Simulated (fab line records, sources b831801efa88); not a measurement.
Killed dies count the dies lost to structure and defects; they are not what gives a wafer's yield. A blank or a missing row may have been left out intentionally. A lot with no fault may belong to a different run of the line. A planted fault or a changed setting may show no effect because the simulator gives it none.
Problem report in the 8D (eight disciplines) form, filled by code || flow gf180mcu || the parts of the form that need people (team, actions taken, sign-off) are left out

1. WHAT IS WRONG
developerTempC at GF_SAB_DEVELOP_08 reads a mean of 22.32 C on 9 wafers of 3 lots; wafers without a fault read 22.99 C with a standard deviation of 0.1. Relative to the usual mean, that is a shift of -6.7 standard deviations.
The step: develop time 60 s.
Earliest sighting: wafer L366.3 on lithoTrack-04 at day 16 14:41. At this step, 42 wafers from 14 lots have a number in the record. Rule for "out" (also "out of limits"): further than 4 standard deviations from the usual mean. Any other wafer with a number is counted as sound.

2. WHAT THIS IS AND IS NOT
{"question": "which readings at this step", "is": "developerTempC", "is not": "-"}
{"question": "which lots", "is": "L366, L367, L369", "is not": "L362, L364, L374, L375, L376, L378, L379, L380, L382, L383, L384"}
{"question": "which wafers of those lots", "is": "all that have a number", "is not": "-"}
{"question": "read on which tools", "is": "lithoTrack-04", "is not": "lithoTrack-01, lithoTrack-03"}
{"question": "when", "is": "from day 16 14:41", "is not": "up to then (6 sound wafers); but 27 sound wafers of L374, L375, L376, L378, L379, L380, L382, L383, L384 came after"}

3. WHAT RULES OUT EACH SUSPECT
Counting: a tool stays on the suspect list if, at a process step up to the reading, it processed all lots that are out and no sound lot following the first of them.
- lithoTrack-04 at GF_SAB_DEVELOP_08 (develop time 60 s): ruled out as a lasting fault. After its first lot that is out, L366 (day 16 14:41), sound lots L378, L379, L380, L382, L384 ran on it.
Left after counting: nothing in the record.

4. THE CAUSE (what the simulator had put in)
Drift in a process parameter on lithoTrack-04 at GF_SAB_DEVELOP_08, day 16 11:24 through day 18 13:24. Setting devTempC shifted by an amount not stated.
Counting ruled it out, wrongly.

5. THE CHAIN OF EFFECTS, in route order
Each row: a reading whose mean over the struck wafers that have a number lies more than 3 standard deviations from the usual. Readings are gone through only where the record gives a usual standard deviation; hours: the median, over the lots, of the time from a lot's start at the first step in this table giving one to that lot's start at this step; sigmas: the change measured in usual standard deviations.
{"hours": 0, "step": "GF_SAB_DEVELOP_08", "reading": "developerTempC", "usual": "22.99 C", "on struck wafers": 22.32, "change": -0.67, "sigmas": -6.7}
Process steps it contains:
- GF_SAB_DEVELOP_08: develop time 60 s.
At these later measuring or inspecting steps, every struck wafer for which the step has a row has a number for every such reading, and none has moved that far: GF_V2_OVL_MEAS_15.

6. HOW IT WOULD HAVE BEEN CAUGHT EARLIER
First out-of-limits reading in this record: day 16 14:41, which is 3 hours after fault onset at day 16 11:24.
